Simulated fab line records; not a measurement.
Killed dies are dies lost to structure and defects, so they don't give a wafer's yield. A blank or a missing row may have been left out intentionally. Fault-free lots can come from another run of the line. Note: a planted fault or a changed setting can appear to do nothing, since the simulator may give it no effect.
Which tool did it? :: flow gf180mcu :: 15 lots with 45 wafers sampled at 4 steps, on a route of 602 steps

## WHAT THE GAUGES SHOWED, per wafer
Not one reading of a measure or inspect step in the record can be checked against a usual standard deviation.

## WHICH TOOL RAN EACH LOT (tool, then ch and the chambers of the sampled wafers, then the start)
lot: L645
GF_V3_SPUTTER_21: pvdSputter-03, day 22 17:58
GF_V3_SPUTTER_22: pvdSputter-03, day 22 18:02
GF_V3_CMP_26: cmp-02 ch 0,1,2, day 22 18:31
GF_M4_PEB_12: lithoTrack-04 ch 0, day 23 17:39

lot: L646
GF_V3_SPUTTER_21: pvdSputter-02, day 22 20:26
GF_V3_SPUTTER_22: pvdSputter-02, day 22 20:30
GF_V3_CMP_26: cmp-01 ch 0,2, day 22 20:53
GF_M4_PEB_12: lithoTrack-02 ch 0, day 23 19:07

lot: L647
GF_V3_SPUTTER_21: pvdSputter-02, day 23 19:58
GF_V3_SPUTTER_22: pvdSputter-02, day 23 20:02
GF_V3_CMP_26: cmp-01 ch 0,1,3, day 23 20:29
GF_M4_PEB_12: lithoTrack-01 ch 0, day 24 18:33

lot: L649
GF_V3_SPUTTER_21: pvdSputter-02, day 23 21:54
GF_V3_SPUTTER_22: pvdSputter-02, day 23 21:58
GF_V3_CMP_26: cmp-01 ch 0,1,2, day 23 22:26
GF_M4_PEB_12: lithoTrack-04 ch 0, day 24 21:25

lot: L654
GF_V3_SPUTTER_21: pvdSputter-02, day 25 14:47
GF_V3_SPUTTER_22: pvdSputter-02, day 25 14:50
GF_V3_CMP_26: cmp-02 ch 0,3, day 25 15:13
GF_M4_PEB_12: lithoTrack-01, day 26 12:17

lot: L655
GF_V3_SPUTTER_21: pvdSputter-02, day 25 19:53
GF_V3_SPUTTER_22: pvdSputter-02, day 25 19:57
GF_V3_CMP_26: cmp-01 ch 2,3, day 25 20:20
GF_M4_PEB_12: lithoTrack-01, day 26 16:34

lot: L656
GF_V3_SPUTTER_21: pvdSputter-03, day 26 08:40
GF_V3_SPUTTER_22: pvdSputter-03, day 26 08:44
GF_V3_CMP_26: cmp-01 ch 0,1, day 26 09:04
GF_M4_PEB_12: lithoTrack-04, day 27 06:12

lot: L658
GF_V3_SPUTTER_21: pvdSputter-02, day 26 22:36
GF_V3_SPUTTER_22: pvdSputter-02, day 26 22:40
GF_V3_CMP_26: cmp-02 ch 1,2,3, day 26 22:59
GF_M4_PEB_12: lithoTrack-04 ch 0, day 27 18:53

lot: L661
GF_V3_SPUTTER_21: pvdSputter-02, day 27 16:55
GF_V3_SPUTTER_22: pvdSputter-02, day 27 16:59
GF_V3_CMP_26: cmp-02 ch 0,2,3, day 27 17:22
GF_M4_PEB_12: lithoTrack-01 ch 0, day 28 12:35

lot: L662
GF_V3_SPUTTER_21: pvdSputter-01, day 27 23:42
GF_V3_SPUTTER_22: pvdSputter-01, day 27 23:46
GF_V3_CMP_26: cmp-01 ch 0,2,3, day 28 00:05
GF_M4_PEB_12: lithoTrack-04 ch 0, day 28 19:39

lot: L663
GF_V3_SPUTTER_21: pvdSputter-03, day 28 11:50
GF_V3_SPUTTER_22: pvdSputter-03, day 28 11:54
GF_V3_CMP_26: cmp-02 ch 1,2,3, day 28 12:17
GF_M4_PEB_12: lithoTrack-04 ch 0, day 29 07:56

lot: L664
GF_V3_SPUTTER_21: pvdSputter-01, day 28 14:49
GF_V3_SPUTTER_22: pvdSputter-01, day 28 14:53
GF_V3_CMP_26: cmp-02 ch 1,2,3, day 28 15:13
GF_M4_PEB_12: lithoTrack-02 ch 0, day 29 10:48

lot: L665
GF_V3_SPUTTER_21: pvdSputter-01, day 28 23:17
GF_V3_SPUTTER_22: pvdSputter-01, day 28 23:20
GF_V3_CMP_26: cmp-01 ch 1,2,3, day 28 23:43
GF_M4_PEB_12: lithoTrack-04 ch 0, day 29 19:08

lot: L666
GF_V3_SPUTTER_21: pvdSputter-03, day 29 06:41
GF_V3_SPUTTER_22: pvdSputter-03, day 29 06:44
GF_V3_CMP_26: cmp-01 ch 1,3, day 29 07:04
GF_M4_PEB_12: lithoTrack-04 ch 0, day 30 02:20

lot: L667
GF_V3_SPUTTER_21: pvdSputter-02, day 29 11:14
GF_V3_SPUTTER_22: pvdSputter-02, day 29 11:18
GF_V3_CMP_26: cmp-01 ch 0,2,3, day 29 11:44
GF_M4_PEB_12: lithoTrack-04 ch 0, day 30 07:04
- GF_V3_SPUTTER_21: material Ti, target thk 15 nm, time 80.02 s.
- GF_V3_SPUTTER_22: material TiN, target thk 10 nm, time 40 s.
- GF_V3_CMP_26: polishes, stops on SiO2, t overpolish 15 s, target thk 0 nm.
- GF_M4_PEB_12: peb time 90 s.

## WHAT THE TOOLS THEMSELVES READ (means of the sampled wafers that have a number; where no wafer has one, the mark that the record gives instead)
GF_V3_SPUTTER_21.
lot: L645
tool: pvdSputter-03
throttleValvePct (%): 30.1

lot: L646
tool: pvdSputter-02
throttleValvePct (%): 31.4

lot: L647
tool: pvdSputter-02
throttleValvePct (%): 29.2

lot: L649
tool: pvdSputter-02
throttleValvePct (%): 28.7

lot: L654
tool: pvdSputter-02
throttleValvePct (%): 29.4

lot: L655
tool: pvdSputter-02
throttleValvePct (%): 29.3

lot: L656
tool: pvdSputter-03
throttleValvePct (%): 29.8

lot: L658
tool: pvdSputter-02
throttleValvePct (%): 30.0

lot: L661
tool: pvdSputter-02
throttleValvePct (%): 28.9

lot: L662
tool: pvdSputter-01
throttleValvePct (%): 30.1

lot: L663
tool: pvdSputter-03
throttleValvePct (%): 29.7

lot: L664
tool: pvdSputter-01
throttleValvePct (%): 30.7

lot: L665
tool: pvdSputter-01
throttleValvePct (%): 30.5

lot: L666
tool: pvdSputter-03
throttleValvePct (%): 29.9

lot: L667
tool: pvdSputter-02
throttleValvePct (%): 30.5

GF_V3_SPUTTER_22.
lot: L645
tool: pvdSputter-03
throttleValvePct (%): 30.0

lot: L646
tool: pvdSputter-02
throttleValvePct (%): 31.3

lot: L647
tool: pvdSputter-02
throttleValvePct (%): 29.4

lot: L649
tool: pvdSputter-02
throttleValvePct (%): 28.6

lot: L654
tool: pvdSputter-02
throttleValvePct (%): 29.3

lot: L655
tool: pvdSputter-02
throttleValvePct (%): 29.1

lot: L656
tool: pvdSputter-03
throttleValvePct (%): 29.8

lot: L658
tool: pvdSputter-02
throttleValvePct (%): 29.9

lot: L661
tool: pvdSputter-02
throttleValvePct (%): 28.8

lot: L662
tool: pvdSputter-01
throttleValvePct (%): 30.0

lot: L663
tool: pvdSputter-03
throttleValvePct (%): 29.7

lot: L664
tool: pvdSputter-01
throttleValvePct (%): 30.7

lot: L665
tool: pvdSputter-01
throttleValvePct (%): 30.6

lot: L666
tool: pvdSputter-03
throttleValvePct (%): 29.8

lot: L667
tool: pvdSputter-02
throttleValvePct (%): 30.5

GF_V3_CMP_26.
lot: L645
tool: cmp-02
edgeZonePressureFrac: 1.002
motorCurrentA (A): 11.0
overpolishRunS (s): 15.007
slurryFlowMlMin: 149.9
timeToEndpointS (s): 83

lot: L646
tool: cmp-01
edgeZonePressureFrac: 1.002
motorCurrentA (A): 11.2
overpolishRunS (s): 14.998
slurryFlowMlMin: 150.0
timeToEndpointS (s): 85

lot: L647
tool: cmp-01
edgeZonePressureFrac: 0.999
motorCurrentA (A): 10.6
overpolishRunS (s): 14.988
slurryFlowMlMin: 150.0
timeToEndpointS (s): 83

lot: L649
tool: cmp-01
edgeZonePressureFrac: 0.996
motorCurrentA (A): 11.0
overpolishRunS (s): 15.003
slurryFlowMlMin: 149.8
timeToEndpointS (s): 84

lot: L654
tool: cmp-02
edgeZonePressureFrac: 1.001
motorCurrentA (A): 10.4
overpolishRunS (s): 15.005
slurryFlowMlMin: 150.1
timeToEndpointS (s): 88

lot: L655
tool: cmp-01
edgeZonePressureFrac: 1.001
motorCurrentA (A): 11.0
overpolishRunS (s): 14.996
slurryFlowMlMin: 149.6
timeToEndpointS (s): 82

lot: L656
tool: cmp-01
edgeZonePressureFrac: 0.999
motorCurrentA (A): 9.9
overpolishRunS (s): 15.001
slurryFlowMlMin: 150.6
timeToEndpointS (s): 90

lot: L658
tool: cmp-02
edgeZonePressureFrac: 0.998
motorCurrentA (A): 10.6
overpolishRunS (s): 15.005
slurryFlowMlMin: 149.8
timeToEndpointS (s): 83

lot: L661
tool: cmp-02
edgeZonePressureFrac: 1.000
motorCurrentA (A): 10.7
overpolishRunS (s): 15.001
slurryFlowMlMin: 150.3
timeToEndpointS (s): 86

lot: L662
tool: cmp-01
edgeZonePressureFrac: 0.998
motorCurrentA (A): 11.1
overpolishRunS (s): 15.001
slurryFlowMlMin: 150.0
timeToEndpointS (s): 84

lot: L663
tool: cmp-02
edgeZonePressureFrac: 1.003
motorCurrentA (A): 10.8
overpolishRunS (s): 14.999
slurryFlowMlMin: 149.6
timeToEndpointS (s): 80

lot: L664
tool: cmp-02
edgeZonePressureFrac: 0.998
motorCurrentA (A): 11.0
overpolishRunS (s): 14.999
slurryFlowMlMin: 150.2
timeToEndpointS (s): 87

lot: L665
tool: cmp-01
edgeZonePressureFrac: 1.001
motorCurrentA (A): 10.5
overpolishRunS (s): 15.003
slurryFlowMlMin: 149.8
timeToEndpointS (s): 81

lot: L666
tool: cmp-01
edgeZonePressureFrac: 0.995
motorCurrentA (A): 10.1
overpolishRunS (s): 14.996
slurryFlowMlMin: 149.7
timeToEndpointS (s): 83

lot: L667
tool: cmp-01
edgeZonePressureFrac: 1.001
motorCurrentA (A): 10.8
overpolishRunS (s): 15.000
slurryFlowMlMin: 150.0
timeToEndpointS (s): 86

GF_M4_PEB_12.
lot: L645
tool: lithoTrack-04
chillPlateTempC (C): 23.06
exhaustPa (Pa): 44.9

lot: L646
tool: lithoTrack-02
chillPlateTempC (C): 22.98
exhaustPa (Pa): 44.2

lot: L647
tool: lithoTrack-01
chillPlateTempC (C): 23.04
exhaustPa (Pa): 44.5

lot: L649
tool: lithoTrack-04
chillPlateTempC (C): 22.83
exhaustPa (Pa): 44.1

lot: L654
tool: lithoTrack-01
chillPlateTempC (C): -
exhaustPa (Pa): -

lot: L655
tool: lithoTrack-01
chillPlateTempC (C): -
exhaustPa (Pa): -

lot: L656
tool: lithoTrack-04
chillPlateTempC (C): -
exhaustPa (Pa): -

lot: L658
tool: lithoTrack-04
chillPlateTempC (C): 23.00
exhaustPa (Pa): 45.1

lot: L661
tool: lithoTrack-01
chillPlateTempC (C): 22.99
exhaustPa (Pa): 45.5

lot: L662
tool: lithoTrack-04
chillPlateTempC (C): 22.93
exhaustPa (Pa): 44.8

lot: L663
tool: lithoTrack-04
chillPlateTempC (C): 23.11
exhaustPa (Pa): 45.5

lot: L664
tool: lithoTrack-02
chillPlateTempC (C): 23.07
exhaustPa (Pa): 46.0

lot: L665
tool: lithoTrack-04
chillPlateTempC (C): 22.89
exhaustPa (Pa): 46.2

lot: L666
tool: lithoTrack-04
chillPlateTempC (C): 23.11
exhaustPa (Pa): 45.7

lot: L667
tool: lithoTrack-04
chillPlateTempC (C): 22.93
exhaustPa (Pa): 45.8

## THE ANSWER, worked out from the rows above alone
Rule: the usual values come from the lots themselves. The widest of any qualifying gaps counts: lots, ordered by their means at a reading, are off when they make up no more than a third of the lots, leave a main group of 4 or more, and stand apart from it by 3 or more times the standard deviation of that group's means. Not used: any main group whose means are identical at the precision the tables above print for the reading. Also off: a lot with no number at a reading for which 4 or more lots have one. Where the step has rows for the other lots, those lots are counted as sound. Order of review: gauges by route order, followed by the tools' own readings, for which a lot's mean as printed above is used. The first step at which some lot is off is used, and at that step the reading that is off furthest; a lot without a number counts as furthest.
Off: L654, L655, L656, at GF_M4_PEB_12 (chillPlateTempC). Without a number there: L654, L655, L656. The main group: mean 23.00 C, standard deviation 0.084.
A tool fits if, at that step or a process step before it, it ran every lot that is off, and no sound lot after the first of them. Not one of the candidates tried fits.

## WHAT THE SIMULATOR HAD PUT IN
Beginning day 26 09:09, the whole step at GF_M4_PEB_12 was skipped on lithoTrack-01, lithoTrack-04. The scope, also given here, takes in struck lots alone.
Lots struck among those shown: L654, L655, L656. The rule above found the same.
